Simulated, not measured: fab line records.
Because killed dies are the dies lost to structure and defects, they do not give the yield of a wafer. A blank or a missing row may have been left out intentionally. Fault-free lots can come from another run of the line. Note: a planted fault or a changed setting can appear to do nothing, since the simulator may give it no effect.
Which tool did it? ; flow gf180mcu ; 6 lots with 18 wafers sampled at 2 steps, on a route of 602 steps

== WHAT EACH GAUGE READ, for each wafer ==
GF_HV_LDD_OVL_MEAS_32.
lot;measured;on;HV_LDD_02_OVL (nm)
L636;day 12 19:41;overlay-01;0.7 -0.8 -2.2
L640;day 13 23:10;overlay-01;2.1 0.8 1.3
L644;day 15 12:41;overlay-02;1.6 0.5 -0.3
L646;day 16 03:05;overlay-01;166.9 164.9 165.6
L652;day 17 22:30;overlay-02;2.3 0.5 0.4
L655;day 19 00:14;overlay-02;2.9 3.0 3.0

== WHAT TOOL EACH LOT RAN ON (gives the tool, then ch and the chambers of the sampled wafers, and finally the start) ==
lot;GF_HV_LDD_EXPOSE_28
L636;iline stepper-02 ch 0, day 12 09:50
L640;iline stepper-02 ch 0, day 13 12:52
L644;iline stepper-01 ch 0, day 15 02:21
L646;iline stepper-02 ch 0, day 15 16:32
L652;iline stepper-01 ch 0, day 17 11:34
L655;iline stepper-01 ch 0, day 18 11:58
- GF_HV_LDD_EXPOSE_28: exposes mask Nplus HV AREA, target cd 400 nm.

== THE ANSWER, worked out from the rows above alone ==
Rule: the lots themselves supply what counts as usual. The widest of any qualifying gaps counts: lots, ordered by their means at a reading, are off when they make up no more than a third of the lots, leave a main group of 4 or more, and stand apart from it by 3 or more times the standard deviation of that group's means. A main group whose means are all the same, to the digits that the tables above print for the reading, isn't used. Also off: a lot with no number at a reading for which 4 or more lots have one. Where the step has rows for the other lots, those lots are counted as sound.
Off: at GF_HV_LDD_OVL_MEAS_32 (HV_LDD_02_OVL), L646. For the main group the mean is 1.1 nm and the standard deviation 1.2.
A tool fits if, at a process step before that reading, it ran every lot that is off, and no sound lot after the first of them. The gauges at GF_HV_LDD_OVL_MEAS_32 are tried like those tools. This does not decide it: 2 tools fit, namely iline stepper-02 at GF_HV_LDD_EXPOSE_28 and overlay-01 at GF_HV_LDD_OVL_MEAS_32.

== WHAT HAD BEEN PUT IN BY THE SIMULATOR ==
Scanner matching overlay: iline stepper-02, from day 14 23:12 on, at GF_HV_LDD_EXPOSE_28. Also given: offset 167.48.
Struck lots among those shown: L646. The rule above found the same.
